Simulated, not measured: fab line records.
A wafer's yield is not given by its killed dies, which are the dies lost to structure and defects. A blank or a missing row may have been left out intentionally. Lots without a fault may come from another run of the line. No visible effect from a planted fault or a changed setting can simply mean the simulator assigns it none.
Chamber matching	flow sfq line	3 sister chambers for SFQ_TRILAYER_I3_VIA_BARC_OPEN_VIA_ETCH_121 on rie diel-04
The step etches BARC in O2, target depth 125 nm, time 41.7 s. 3 wafers are shown with their chamber, then 4 later ones without.

## WAFERS, EACH WITH ITS CHAMBER
wafer	chamber	drypump motor current A (A)
L953.6	0	5.0
L955.1	3	5.5
L955.2	2	4.9

## WAFERS MISSING THEIR CHAMBER
wafer	drypump motor current A (A)
L964.3	5.5
L964.5	4.9
L966.2	5.0
L966.3	5.4

## WHICH CHAMBER EACH ONE RAN IN
wafer	from the rows above	in truth
L964.3	3	3
L964.5	2	2
L966.2	0	0
L966.3	3	3
Placed correctly: 4 of 4. Not placeable from these rows: 0. Placed wrongly: 0.
How it was worked out, from the rows above alone: a wafer's distance from a chamber is the root of the sum, over the readings, of the square of ((its reading less the chamber's mean) divided by the reading's scatter). If the next closest chamber is less than 2 further off than the closest, the wafer can't be placed; otherwise it belongs to the closest. For every chamber, the mean is computed from those of its wafers that are shown. The scatter: root of mean squared gap, hidden wafer to nearest shown wafer, with one shown wafer a chamber.
